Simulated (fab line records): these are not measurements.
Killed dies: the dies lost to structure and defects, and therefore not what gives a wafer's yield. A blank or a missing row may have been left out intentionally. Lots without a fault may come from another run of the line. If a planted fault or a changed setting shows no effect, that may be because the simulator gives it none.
fab line records -- flow sky130
record lots=13, wafers=39, last-day=50
route steps=708 shown RES_XHIGH@360 LI_CONTACT@381 LOCAL_INTERCONNECT@402 CONTACT@421 PAD_OPEN@708
lots that met no fault: from a run of the same line without faults
start-h: hours from the record's first day to the start of the lot's first wafer shown -- wait-h: hours elapsed since this lot's preceding step -- " same as the row above -- L1.1+2: a single row standing in for several wafers -- - no value, or no start was given -- * or withheld: withheld -- < > ~ a bound
route shown NAME@n: names a module that has steps shown in the file, with the first one's number in the route -- usual: mean/standard deviation of fault-free wafers -- same: alike in all rows -- chamber/n: place in a boat -- sites: the reading at each site -- _std_site: how widely they spread, as a standard deviation -- _edge_site: inner sites' mean taken away from outer sites' mean -- radius-mm: for every site, how far away it sits from the centre of the wafer -- mask NAME#n: copy n -- behind: the last tool/chamber to shape the wafer -- hold: why the lot was held/for how many hours/how that ended -- device: transistor that didn't switch, given as n, p or np -- end of line: at the end of the route, the tests of the same wafers -- a step with no rows: only its recipe -- killed: the dies lost at the first sort to structure and to defects; this is not the yield of the wafer -- map: the dies of a wafer, with x for killed, . for not killed, _ for no die there
set.NAME: setting as actually run; set.NAME@STEP: the setting as run at that earlier step -- model.NAME: the simulator's own value behind a step, which no gauge read
steps of the route over a sample of lots; a table a step, a row a wafer
services: the hour from which a tool's chamber was out of use, counted from the record's first day as start-h (under 0 if before that day), plus the number of hours and why
## steps
# step SKY_SD_N_RS_MEAS_18
# recipe thk-meas-gauge=four-point-probe
# usual RES_XHIGH_RS=333.1/1.3
lot.wafer,tool,chamber,start-h,wait-h,RES_XHIGH_RS[ohm/sq]
L375.1,film-metro-02,-,660.65,0.1,334.0
L375.3,film-metro-02,-,660.65,0.1,334.2
L375.5,film-metro-02,-,660.65,0.1,334.0
L376.3,film-metro-01,-,685.50,0.1,331.1
L376.4,film-metro-01,-,685.50,0.1,330.8
L376.6,film-metro-01,-,685.50,0.1,330.5
L377.2,film-metro-02,-,687.78,0.1,333.7
L377.4,film-metro-02,-,687.78,0.1,333.6
L377.6,film-metro-02,-,687.78,0.1,334.4
L378.1,film-metro-02,-,689.22,0.1,332.0
L378.5,film-metro-02,-,689.22,0.1,332.6
L378.6,film-metro-02,-,689.22,0.1,334.1
L379.3,film-metro-01,-,696.19,0.1,330.8
L379.4,film-metro-01,-,696.19,0.1,329.5
L379.5,film-metro-01,-,696.19,0.1,332.4
L385.1,film-metro-04,-,753.01,0.1,334.0
L385.4,film-metro-04,-,753.01,0.1,333.7
L385.5,film-metro-04,-,753.01,0.1,332.9
L387.1,film-metro-01,-,758.20,0.1,330.7
L387.3,film-metro-01,-,758.20,0.1,330.9
L387.5,film-metro-01,-,758.20,0.1,331.1
L389.1,film-metro-01,-,780.40,0.1,331.3
L389.3,film-metro-01,-,780.40,0.1,332.7
L389.4,film-metro-01,-,780.40,0.1,331.8
L390.1,film-metro-04,-,785.26,0.1,332.3
L390.2,film-metro-04,-,785.26,0.1,333.7
L390.3,film-metro-04,-,785.26,0.1,332.4
L391.2,film-metro-04,-,799.42,0.1,333.6
L391.3,film-metro-04,-,799.42,0.1,334.8
L391.4,film-metro-04,-,799.42,0.1,335.3
L392.1,film-metro-02,-,803.87,0.1,334.8
L392.2,film-metro-02,-,803.87,0.1,335.5
L392.5,film-metro-02,-,803.87,0.1,333.9
L393.1,film-metro-01,-,810.31,0.1,331.8
L393.3,film-metro-01,-,810.31,0.1,332.5
L393.5,film-metro-01,-,810.31,0.1,333.1
L396.4,film-metro-04,-,827.56,0.1,333.3
L396.5,film-metro-04,-,827.56,0.1,333.4
L396.6,film-metro-04,-,827.56,0.1,332.9
# step SKY_LI_CONTACT_SPUTTER_19
# recipe material=Ti, target-thk-nm=20, chamber-pressure-pa=5, power-w=2500, substrate-temp-c=200, time-s=106.37
# usual throttle-valve-pct=30.3/0.87
lot.wafer,tool,chamber,start-h,wait-h,throttle-valve-pct
L375.1,pvd-sputter-02,-,690.13,0.0,28.6
L375.3,pvd-sputter-02,-,690.13,0.0,30.7
L375.5,pvd-sputter-02,-,690.13,0.0,30.1
L376.3,pvd-sputter-01,-,714.57,0.0,31.7
L376.4,pvd-sputter-01,-,714.57,0.0,30.8
L376.6,pvd-sputter-01,-,714.57,0.0,30.1
L377.2,pvd-sputter-04,-,716.94,0.0,29.3
L377.4,pvd-sputter-04,-,716.94,0.0,28.6
L377.6,pvd-sputter-04,-,716.94,0.0,30.7
L378.1,pvd-sputter-04,-,718.21,0.0,30.2
L378.5,pvd-sputter-04,-,718.21,0.0,29.1
L378.6,pvd-sputter-04,-,718.21,0.0,31.8
L379.3,pvd-sputter-01,-,725.21,0.0,30.6
L379.4,pvd-sputter-01,-,725.21,0.0,30.1
L379.5,pvd-sputter-01,-,725.21,0.0,30.0
L385.1,pvd-sputter-02,-,780.25,0.0,30.9
L385.4,pvd-sputter-02,-,780.25,0.0,28.3
L385.5,pvd-sputter-02,-,780.25,0.0,29.8
L387.1,pvd-sputter-01,-,786.39,0.0,30.5
L387.3,pvd-sputter-01,-,786.39,0.0,30.0
L387.5,pvd-sputter-01,-,786.39,0.0,31.0
L389.1,pvd-sputter-01,-,808.40,0.0,30.1
L389.3,pvd-sputter-01,-,808.40,0.0,31.0
L389.4,pvd-sputter-01,-,808.40,0.0,30.4
L390.1,pvd-sputter-01,-,812.85,0.0,31.4
L390.2,pvd-sputter-01,-,812.85,0.0,30.0
L390.3,pvd-sputter-01,-,812.85,0.0,30.5
L391.2,pvd-sputter-01,-,827.51,0.0,30.4
L391.3,pvd-sputter-01,-,827.51,0.0,31.2
L391.4,pvd-sputter-01,-,827.51,0.0,30.7
L392.1,pvd-sputter-02,-,832.39,0.0,28.8
L392.2,pvd-sputter-02,-,832.39,0.0,29.8
L392.5,pvd-sputter-02,-,832.39,0.0,30.6
L393.1,pvd-sputter-01,-,838.09,0.0,31.2
L393.3,pvd-sputter-01,-,838.09,0.0,30.0
L393.5,pvd-sputter-01,-,838.09,0.0,30.4
L396.4,pvd-sputter-02,-,855.00,0.0,28.2
L396.5,pvd-sputter-02,-,855.00,0.0,28.7
L396.6,pvd-sputter-02,-,855.00,0.0,30.4
# step SKY_LOCAL_INTERCONNECT_STRIP_15
# recipe chemistry=O2/N2, power-w=1400, pressure-mtorr=1500, platen-temp-c=withheld, o2-flow-sccm=3000, n2-flow-sccm=300, overash-fraction=0.5
# usual chamber-pressure-mTorr=1500.2/1.3, drypump-motor-current-A=5.5/0.47, oes-product-au=0.428/0.0045, strip-time-to-endpoint-s=4.731/0.025
lot.wafer,tool,chamber,start-h,wait-h,chamber-pressure-mTorr,drypump-motor-current-A,oes-product-au,rf-hours-counter-h,strip-time-to-endpoint-s
L375.1,plasma-asher-04,0,719.24,0.0,1500.9,6.0,0.424,96,4.734
L375.3,plasma-asher-04,0,719.24,0.0,1498.7,6.0,0.428,-,4.738
L375.5,plasma-asher-04,0,719.24,0.0,1498.4,6.0,0.429,-,4.735
L376.3,plasma-asher-02,0,743.70,0.1,1500.6,6.3,0.427,-,4.736
L376.4,plasma-asher-02,1,743.70,0.1,1497.9,5.2,0.437,-,4.729
L376.6,plasma-asher-02,0,743.70,0.1,1502.0,6.3,0.428,-,4.741
L377.2,plasma-asher-03,1,745.35,0.0,-,-,-,-,-
L377.4,plasma-asher-03,0,745.35,0.0,-,-,-,-,-
L377.6,plasma-asher-03,1,745.35,0.0,-,-,-,-,-
L378.1,plasma-asher-04,0,747.25,0.1,-,-,-,-,-
L378.5,plasma-asher-04,0,747.25,0.1,-,-,-,-,-
L378.6,plasma-asher-04,1,747.25,0.1,-,-,-,-,-
L379.3,plasma-asher-03,0,753.98,0.1,-,-,-,-,-
L379.4,plasma-asher-03,1,753.98,0.1,-,-,-,-,-
L379.5,plasma-asher-03,0,753.98,0.1,-,-,-,-,-
L385.1,plasma-asher-03,1,808.50,0.1,1498.8,5.1,0.430,98,4.733
L385.4,plasma-asher-03,1,808.50,0.1,1499.5,5.1,0.429,-,4.731
L385.5,plasma-asher-03,0,808.50,0.1,1501.7,5.0,0.432,-,4.733
L387.1,plasma-asher-03,0,813.86,0.0,1500.5,5.0,0.426,99,4.755
L387.3,plasma-asher-03,0,813.86,0.0,1503.6,5.0,0.429,-,4.766
L387.5,plasma-asher-03,1,813.86,0.0,1502.1,5.1,0.428,-,4.725
L389.1,plasma-asher-04,1,836.40,0.0,1500.4,5.5,0.431,8,4.692
L389.3,plasma-asher-04,0,836.40,0.0,1499.8,6.0,0.413,-,4.690
L389.4,plasma-asher-04,1,836.40,0.0,1499.9,5.5,0.422,-,4.702
L390.1,plasma-asher-04,1,840.49,0.0,1502.2,5.5,0.433,9,4.727
L390.2,plasma-asher-04,0,840.49,0.0,1501.5,6.0,0.432,9,4.746
L390.3,plasma-asher-04,0,840.49,0.0,1498.8,6.0,0.425,-,4.710
L391.2,plasma-asher-03,0,855.24,0.0,1498.3,5.0,0.421,103,4.723
L391.3,plasma-asher-03,1,855.24,0.0,1499.9,5.1,0.431,-,4.715
L391.4,plasma-asher-03,0,855.24,0.0,1500.6,5.0,0.426,-,4.709
L392.1,plasma-asher-04,1,859.63,0.0,1500.6,5.5,0.436,11,4.710
L392.2,plasma-asher-04,0,859.63,0.0,1503.4,6.0,0.423,11,4.748
L392.5,plasma-asher-04,0,859.63,0.0,1501.5,6.0,0.430,-,4.742
L393.1,plasma-asher-03,1,864.89,0.0,1500.4,5.1,0.427,104,4.712
L393.3,plasma-asher-03,1,864.89,0.0,1498.4,5.1,0.428,-,4.736
L393.5,plasma-asher-03,1,864.89,0.0,1502.0,5.0,0.434,-,4.752
L396.4,plasma-asher-02,1,882.02,0.1,1502.0,5.2,0.426,-,4.738
L396.5,plasma-asher-02,0,882.02,0.1,1501.5,6.3,0.428,-,4.741
L396.6,plasma-asher-02,1,882.02,0.1,1500.8,5.2,0.425,-,4.770
# step SKY_CONTACT_OVL_MEAS_15
# usual CONTACT_OVL=-2/5.7
lot.wafer,tool,chamber,start-h,wait-h,CONTACT_OVL[nm]
L375.1,overlay-02,-,748.57,0.1,-2
L375.3,overlay-02,-,748.57,0.1,9
L375.5,overlay-02,-,748.57,0.1,8
L376.3,overlay-02,-,771.39,0.1,2
L376.4,overlay-02,-,771.39,0.1,-1
L376.6,overlay-02,-,771.39,0.1,-1
L385.1,overlay-02,-,836.48,0.1,-2
L385.4,overlay-02,-,836.48,0.1,-8
L385.5,overlay-02,-,836.48,0.1,-1
L387.1,overlay-02,-,841.74,0.1,-7
L387.3,overlay-02,-,841.74,0.1,1
L387.5,overlay-02,-,841.74,0.1,-2
L389.1,overlay-01,-,863.43,0.1,0
L389.3,overlay-01,-,863.43,0.1,0
L389.4,overlay-01,-,863.43,0.1,4
L390.1,overlay-01,-,867.29,0.1,3
L390.2,overlay-01,-,867.29,0.1,-9
L390.3,overlay-01,-,867.29,0.1,-1
L391.2,overlay-02,-,881.65,0.1,1
L391.3,overlay-02,-,881.65,0.1,-7
L391.4,overlay-02,-,881.65,0.1,-8
L392.1,overlay-02,-,886.93,0.1,0
L392.2,overlay-02,-,886.93,0.1,3
L392.5,overlay-02,-,886.93,0.1,-2
L393.1,overlay-02,-,891.79,0.1,1
L393.3,overlay-02,-,891.79,0.1,-4
L393.5,overlay-02,-,891.79,0.1,0
L396.4,overlay-01,-,907.82,0.1,-10
L396.5,overlay-01,-,907.82,0.1,-9
L396.6,overlay-01,-,907.82,0.1,-7
# step SKY_PAD_OPEN_PROBE_99
# usual killed_at_M0_to_M3=44/7.5, killed_at_M4_up=3.2/1.9, killed-at-contacts=23/4.7, killed-at-front-end=15/4.7, killed-at-other=0.4/0.66, killed-dies=87/9.3, killed-on-rim=17/4.1, killed-open=47/7.2, killed-short=39/6.5
# same gross-dies=492, killed-at-back-side=0
lot.wafer,tool,chamber,start-h,wait-h,killed_at_M0_to_M3,killed_at_M4_up,killed-at-contacts,killed-at-front-end,killed-at-other,killed-dies,killed-on-rim,killed-open,killed-short
L375.1,prober-02,-,1086.04,0.1,48,2,23,11,0,84,21,44,40
L375.3,prober-02,-,1086.14,0.2,47,1,23,25,1,97,23,55,42
L375.5,prober-02,-,1086.24,0.2,36,5,20,12,1,74,15,42,32
L376.3,prober-01,-,1107.07,0.2,42,7,18,10,1,78,14,43,35
L376.4,prober-01,-,1107.12,0.2,43,7,36,14,0,100,18,49,51
L376.6,prober-01,-,1107.22,0.2,40,4,22,10,0,76,18,39,37
L377.2,prober-02,-,1107.59,0.1,50,1,427,14,0,492,96,47,44
L377.4,prober-02,-,1107.69,0.2,52,3,427,10,0,492,96,48,38
L377.6,prober-02,-,1107.79,0.2,55,3,415,19,0,492,96,61,50
L378.1,prober-01,-,1109.28,0.1,45,2,425,20,0,492,96,49,39
L378.5,prober-01,-,1109.48,0.2,58,3,411,20,0,492,96,54,49
L378.6,prober-01,-,1109.53,0.2,39,3,423,27,0,492,96,55,35
L379.3,prober-02,-,1112.19,0.2,61,2,413,16,0,492,96,57,43
L379.4,prober-02,-,1112.24,0.2,50,2,423,17,0,492,96,51,36
L379.5,prober-02,-,1112.29,0.2,42,2,435,13,0,492,96,37,37
L385.1,prober-02,-,1149.74,0.1,46,3,18,16,0,83,23,46,37
L385.4,prober-02,-,1149.89,0.2,34,1,37,15,1,88,12,47,41
L385.5,prober-02,-,1149.94,0.2,52,5,14,6,0,77,14,42,35
L387.1,prober-02,-,1154.80,0.1,54,3,24,14,0,95,19,54,41
L387.3,prober-02,-,1154.90,0.2,47,0,25,12,0,84,18,42,41
L387.5,prober-02,-,1155.00,0.2,41,3,22,10,1,77,12,47,29
L390.1,prober-02,-,1173.48,0.1,41,4,33,19,1,98,18,53,45
L390.2,prober-02,-,1173.53,0.1,34,3,17,18,3,75,10,38,34
L390.3,prober-02,-,1173.58,0.2,47,4,27,27,1,106,22,68,36
L389.1,prober-01,-,1174.36,0.1,52,4,23,11,1,91,21,38,51
L389.3,prober-01,-,1174.46,0.2,52,3,23,17,1,96,20,47,49
L389.4,prober-01,-,1174.51,0.2,42,3,27,13,2,87,18,46,41
L391.2,prober-02,-,1180.65,0.1,44,5,20,12,0,81,13,49,32
L391.3,prober-02,-,1180.70,0.2,53,1,30,26,0,110,23,59,51
L391.4,prober-02,-,1180.75,0.2,46,4,23,26,1,100,19,52,48
L392.1,prober-01,-,1185.39,0.1,44,3,31,12,0,90,15,44,45
L392.2,prober-01,-,1185.44,0.1,46,4,21,19,0,90,13,51,37
L392.5,prober-01,-,1185.59,0.2,29,3,29,14,0,75,16,42,32
L393.1,prober-02,-,1189.95,0.1,47,6,24,14,0,91,8,49,42
L393.3,prober-02,-,1190.05,0.2,45,4,24,16,0,89,7,47,40
L393.5,prober-02,-,1190.15,0.2,42,5,21,17,0,85,12,40,45
L396.4,prober-02,-,1199.84,0.2,36,2,25,10,0,73,9,44,29
L396.5,prober-02,-,1199.89,0.2,38,5,21,11,0,75,10,43,31
L396.6,prober-02,-,1199.94,0.2,38,3,20,8,1,70,10,40,29
# killed by level:class
L375.1 METAL1:geometric-particle:short=8 CONTACT:geometric-particle:short=8 VIA1:geometric-particle:open=8 LI_CONTACT:geometric-particle:open=6 METAL3:geometric-particle:short=6 CONTACT:geometric-particle:open=6 VIA2:geometric-particle:short=5 VIA3:geometric-particle:open=5
L375.3 METAL1:geometric-particle:short=9 VIA2:geometric-particle:open=8 LI_CONTACT:geometric-particle:open=8 VIA1:geometric-particle:open=8 FIELD_ISO:geometric-particle:open=6 VIA3:geometric-particle:open=6 POLY_GATE:geometric-particle:open=5 CONTACT:geometric-particle:open=5
L375.5 VIA2:geometric-particle:open=10 CONTACT:geometric-particle:open=7 METAL2:geometric-particle:short=6 METAL1:geometric-particle:short=4 LI_CONTACT:geometric-particle:open=4 CONTACT:geometric-particle:short=4 VIA1:geometric-particle:short=4 VIA1:geometric-particle:open=4
L376.3 VIA1:geometric-particle:open=12 CONTACT:geometric-particle:open=6 VIA3:geometric-particle:open=6 LI_CONTACT:geometric-particle:open=4 VIA1:geometric-particle:short=4 VIA2:geometric-particle:open=4 CONTACT:geometric-particle:short=3 LI_CONTACT:geometric-particle:short=3
L376.4 CONTACT:geometric-particle:open=16 VIA1:geometric-particle:short=10 LI_CONTACT:geometric-particle:open=8 VIA1:geometric-particle:open=6 METAL4:geometric-particle:short=6 POLY_GATE:geometric-particle:short=5 LOCAL_INTERCONNECT:geometric-particle:short=5 METAL1:geometric-particle:short=5
L376.6 VIA1:geometric-particle:open=9 LI_CONTACT:geometric-particle:open=8 VIA1:geometric-particle:short=7 CONTACT:geometric-particle:open=6 METAL1:geometric-particle:short=5 VIA2:geometric-particle:open=5 LI_CONTACT:geometric-particle:short=4 CONTACT:geometric-particle:short=4
L377.2 CONTACT:area-cvd=401 VIA3:geometric-particle:open=13 METAL2:geometric-particle:short=11 CONTACT:geometric-particle:open=10 VIA1:geometric-particle:open=8 CONTACT:geometric-particle:short=7 LI_CONTACT:geometric-particle:open=5 METAL1:geometric-particle:short=5
L377.4 CONTACT:area-cvd=406 VIA1:geometric-particle:open=14 CONTACT:geometric-particle:open=9 VIA1:geometric-particle:short=8 METAL2:geometric-particle:short=8 VIA2:geometric-particle:open=6 VIA3:geometric-particle:open=5 LI_CONTACT:geometric-particle:open=4
L377.6 CONTACT:area-cvd=381 CONTACT:geometric-particle:open=17 VIA1:geometric-particle:open=12 METAL2:geometric-particle:short=10 VIA1:geometric-particle:short=8 VIA3:geometric-particle:open=7 POLY_GATE:geometric-particle:open=6 LI_CONTACT:geometric-particle:open=5
L378.1 CONTACT:area-cvd=403 VIA1:geometric-particle:open=9 VIA3:geometric-particle:open=8 FIELD_ISO:geometric-particle:open=7 CONTACT:geometric-particle:open=6 METAL1:geometric-particle:short=6 POLY_GATE:geometric-particle:short=5 LI_CONTACT:geometric-particle:short=5
L378.5 CONTACT:area-cvd=389 VIA1:geometric-particle:open=14 VIA2:geometric-particle:open=9 VIA3:geometric-particle:open=9 CONTACT:geometric-particle:short=7 VIA3:geometric-particle:short=6 FIELD_ISO:geometric-particle:short=5 POLY_GATE:geometric-particle:short=5
L378.6 CONTACT:area-cvd=398 CONTACT:geometric-particle:open=10 VIA1:geometric-particle:open=10 FIELD_ISO:geometric-particle:open=9 POLY_GATE:geometric-particle:open=7 VIA3:geometric-particle:open=6 CONTACT:geometric-particle:short=6 METAL2:geometric-particle:short=4
L379.3 CONTACT:area-cvd=392 VIA1:geometric-particle:open=18 VIA2:geometric-particle:open=11 VIA1:geometric-particle:short=8 LI_CONTACT:geometric-particle:open=7 VIA3:geometric-particle:open=7 CONTACT:geometric-particle:short=6 POLY_GATE:geometric-particle:short=5
L379.4 CONTACT:area-cvd=405 VIA1:geometric-particle:open=15 VIA1:geometric-particle:short=8 FIELD_ISO:geometric-particle:open=7 VIA2:geometric-particle:open=7 CONTACT:geometric-particle:open=6 LI_CONTACT:geometric-particle:open=6 VIA3:geometric-particle:open=5
L379.5 CONTACT:area-cvd=418 VIA3:geometric-particle:open=10 METAL1:geometric-particle:short=6 CONTACT:geometric-particle:open=5 VIA1:geometric-particle:short=5 VIA1:geometric-particle:open=5 VIA2:geometric-particle:open=5 POLY_GATE:geometric-particle:short=4
L385.1 VIA2:geometric-particle:open=11 VIA3:geometric-particle:open=9 CONTACT:geometric-particle:open=7 VIA1:geometric-particle:open=7 FIELD_ISO:geometric-particle:short=6 VIA1:geometric-particle:short=5 SPACER:geometric-particle:short=4 LI_CONTACT:geometric-particle:open=4
L385.4 LI_CONTACT:geometric-particle:open=14 VIA2:geometric-particle:open=12 CONTACT:geometric-particle:open=8 FIELD_ISO:geometric-particle:short=7 CONTACT:geometric-particle:short=7 LI_CONTACT:geometric-particle:short=5 VIA1:geometric-particle:open=3 METAL2:geometric-particle:short=3
L385.5 VIA1:geometric-particle:open=12 VIA2:geometric-particle:open=8 CONTACT:geometric-particle:open=7 VIA1:geometric-particle:short=7 VIA3:geometric-particle:open=6 METAL4:geometric-particle:short=5 VIA2:geometric-particle:short=4 METAL3:geometric-particle:short=4
L387.1 CONTACT:geometric-particle:open=10 VIA1:geometric-particle:open=10 VIA2:geometric-particle:open=7 LI_CONTACT:geometric-particle:open=6 VIA3:geometric-particle:open=6 VIA3:geometric-particle:short=6 POLY_GATE:geometric-particle:short=4 CONTACT:geometric-particle:short=4
L387.3 VIA1:geometric-particle:open=13 METAL2:geometric-particle:short=9 CONTACT:geometric-particle:short=8 METAL1:geometric-particle:short=7 LI_CONTACT:geometric-particle:open=6 CONTACT:geometric-particle:open=6 VIA3:geometric-particle:open=4 LOCAL_INTERCONNECT:geometric-particle:short=4
L387.5 VIA1:geometric-particle:open=13 VIA3:geometric-particle:open=9 CONTACT:geometric-particle:open=8 VIA2:geometric-particle:open=5 LI_CONTACT:geometric-particle:short=4 CONTACT:geometric-particle:short=4 METAL2:geometric-particle:short=4 FIELD_ISO:geometric-particle:open=3
L390.1 CONTACT:geometric-particle:open=10 LI_CONTACT:geometric-particle:open=9 VIA3:geometric-particle:open=9 LI_CONTACT:geometric-particle:short=6 CONTACT:geometric-particle:short=6 METAL2:geometric-particle:short=6 VIA2:geometric-particle:open=6 POLY_GATE:geometric-particle:open=5
L390.2 FIELD_ISO:geometric-particle:short=7 FIELD_ISO:geometric-particle:open=7 LI_CONTACT:geometric-particle:open=6 VIA2:geometric-particle:open=6 CONTACT:geometric-particle:open=5 METAL2:geometric-particle:short=5 METAL1:geometric-particle:short=4 VIA3:geometric-particle:short=4
L390.3 VIA3:geometric-particle:open=11 CONTACT:geometric-particle:open=10 LI_CONTACT:geometric-particle:open=9 VIA2:geometric-particle:open=9 METAL1:geometric-particle:short=8 FIELD_ISO:geometric-particle:open=7 VIA1:geometric-particle:open=7 POLY_GATE:geometric-particle:open=5
L389.1 METAL2:geometric-particle:short=9 METAL1:geometric-particle:short=8 VIA1:geometric-particle:open=8 CONTACT:geometric-particle:open=8 VIA2:geometric-particle:open=7 CONTACT:geometric-particle:short=6 VIA2:geometric-particle:short=6 POLY_GATE:geometric-particle:short=4
L389.3 VIA1:geometric-particle:open=12 VIA2:geometric-particle:open=8 CONTACT:geometric-particle:short=7 VIA2:geometric-particle:short=7 CONTACT:geometric-particle:open=7 METAL2:geometric-particle:short=7 METAL1:geometric-particle:short=5 POLY_GATE:geometric-particle:short=4
L389.4 LI_CONTACT:geometric-particle:open=9 CONTACT:geometric-particle:open=8 VIA3:geometric-particle:open=8 VIA1:geometric-particle:open=7 VIA1:geometric-particle:short=7 POLY_GATE:geometric-particle:open=5 LOCAL_INTERCONNECT:geometric-particle:short=5 VIA3:geometric-particle:short=5
L391.2 VIA1:geometric-particle:open=11 VIA2:geometric-particle:open=9 METAL3:geometric-particle:short=8 CONTACT:geometric-particle:open=7 VIA3:geometric-particle:open=6 LI_CONTACT:geometric-particle:open=5 POLY_GATE:geometric-particle:open=4 POLY_GATE:geometric-particle:short=3
L391.3 VIA1:geometric-particle:open=15 FIELD_ISO:geometric-particle:short=11 VIA3:geometric-particle:open=11 LI_CONTACT:geometric-particle:open=10 LOCAL_INTERCONNECT:geometric-particle:short=7 POLY_GATE:geometric-particle:short=6 CONTACT:geometric-particle:open=5 VIA1:geometric-particle:short=5
L391.4 VIA3:geometric-particle:open=11 CONTACT:geometric-particle:open=8 POLY_GATE:geometric-particle:open=6 LI_CONTACT:geometric-particle:open=6 METAL1:geometric-particle:short=6 VIA1:geometric-particle:open=6 POLY_GATE:geometric-particle:short=5 LOCAL_INTERCONNECT:geometric-particle:short=5
L392.1 VIA1:geometric-particle:open=10 LI_CONTACT:geometric-particle:open=8 CONTACT:geometric-particle:open=7 VIA1:geometric-particle:short=7 CONTACT:geometric-particle:short=6 LOCAL_INTERCONNECT:geometric-particle:short=6 METAL2:geometric-particle:short=6 VIA3:geometric-particle:open=6
L392.2 LI_CONTACT:geometric-particle:open=9 VIA1:geometric-particle:open=9 VIA2:geometric-particle:open=9 POLY_GATE:geometric-particle:open=7 METAL2:geometric-particle:short=6 CONTACT:geometric-particle:open=6 METAL1:geometric-particle:short=5 VIA1:geometric-particle:short=4
L392.5 LI_CONTACT:geometric-particle:open=9 CONTACT:geometric-particle:open=8 VIA1:geometric-particle:open=7 VIA2:geometric-particle:open=6 LI_CONTACT:geometric-particle:short=5 FIELD_ISO:geometric-particle:short=4 METAL1:geometric-particle:short=4 VIA1:geometric-particle:short=4
L393.1 CONTACT:geometric-particle:open=11 METAL2:geometric-particle:short=10 VIA3:geometric-particle:open=8 CONTACT:geometric-particle:short=7 VIA1:geometric-particle:open=7 VIA2:geometric-particle:open=6 FIELD_ISO:geometric-particle:open=5 VIA1:geometric-particle:short=5
L393.3 VIA1:geometric-particle:open=12 LI_CONTACT:geometric-particle:open=8 METAL2:geometric-particle:short=8 CONTACT:geometric-particle:open=7 VIA2:geometric-particle:open=5 POLY_GATE:geometric-particle:short=4 POLY_GATE:geometric-particle:open=4 METAL1:geometric-particle:short=4
L393.5 CONTACT:geometric-particle:open=8 METAL1:geometric-particle:short=7 FIELD_ISO:geometric-particle:short=6 VIA1:geometric-particle:open=6 VIA2:geometric-particle:open=6 FIELD_ISO:geometric-particle:open=5 METAL2:geometric-particle:short=5 VIA3:geometric-particle:open=5
L396.4 CONTACT:geometric-particle:open=14 VIA1:geometric-particle:open=9 METAL2:geometric-particle:short=7 LI_CONTACT:geometric-particle:open=5 FIELD_ISO:geometric-particle:open=4 VIA1:geometric-particle:short=4 CONTACT:geometric-particle:short=4 VIA2:geometric-particle:short=4
L396.5 VIA1:geometric-particle:open=13 CONTACT:geometric-particle:open=8 VIA3:geometric-particle:open=7 METAL2:geometric-particle:short=7 VIA1:geometric-particle:short=5 FIELD_ISO:geometric-particle:short=4 LI_CONTACT:geometric-particle:open=3 LOCAL_INTERCONNECT:geometric-particle:open=3
L396.6 VIA3:geometric-particle:open=10 VIA1:geometric-particle:open=9 CONTACT:geometric-particle:open=8 METAL3:geometric-particle:short=4 LI_CONTACT:geometric-particle:short=4 METAL4:geometric-particle:short=3 FIELD_ISO:geometric-particle:open=3 LI_CONTACT:geometric-particle:open=3
## services
tool,chamber,start-h,hours,kind
plasma-asher-04,-,682.13,2.8,repair
plasma-asher-03,-,712.82,2.8,pm
pvd-sputter-02,-,715.47,8.5,repair
pvd-sputter-04,-,720.17,10.2,repair
pvd-sputter-02,-,723.69,3.4,repair
plasma-asher-04,-,733.75,9.0,pm
plasma-asher-04,0,733.75,9.0,vent-cycle
plasma-asher-04,1,733.75,9.0,vent-cycle
plasma-asher-04,0,742.75,-,clean
plasma-asher-04,1,742.75,-,clean
pvd-sputter-01,-,743.02,11.9,repair
pvd-sputter-02,-,744.96,7.3,repair
pvd-sputter-02,-,765.90,1.8,repair
plasma-asher-04,-,786.38,6.1,repair
plasma-asher-02,-,787.73,2.8,pm
plasma-asher-02,-,798.73,13.0,repair
pvd-sputter-04,-,803.92,2.6,repair
plasma-asher-04,-,808.40,8.5,repair
pvd-sputter-04,-,847.47,0.7,repair
## key
first-sign step=SKY_LOCAL_INTERCONNECT_STRIP_15, reading=tool-record, direction=missing
effect step=SKY_PAD_OPEN_PROBE_99, reading=killed-at-contacts, direction=up, sigmas=84, usual=23, struck=422
more-kills-born-at SKY_CONTACT_CVD_00@pecvd-02=2403, SKY_CONTACT_CVD_00@pecvd-04=1190
met-at SKY_LOCAL_INTERCONNECT_STRIP_15
struck-lots L377,L378,L379
later-rows-left-out L377.2,L377.4,L377.6,L378.1,L378.5,L378.6,L379.3,L379.4,L379.5
tester-left-out L377,L378,L379
not-acting-at SKY_SD_N_RS_MEAS_18,SKY_LI_CONTACT_SPUTTER_19,SKY_CONTACT_OVL_MEAS_15
onset-between 719.24 745.35
fault kind=skipped-step-whole, tool=plasma-asher-03,plasma-asher-04, chamber=-, onset-h=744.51, steps=SKY_LOCAL_INTERCONNECT_STRIP_15, scope=struck-lots-only
# tester-left-out: of these lots the tester's yield and bins aren't shown, on N5 and GAA mostly nor the transistor test; their killed dies are dies lost to structure and defects alone, not to doping, threshold or leakage, so they don't give the yield
# later-rows-left-out: the simulator's readings of these wafers behind a module that went badly wrong aren't trusted and aren't shown, but for the sort
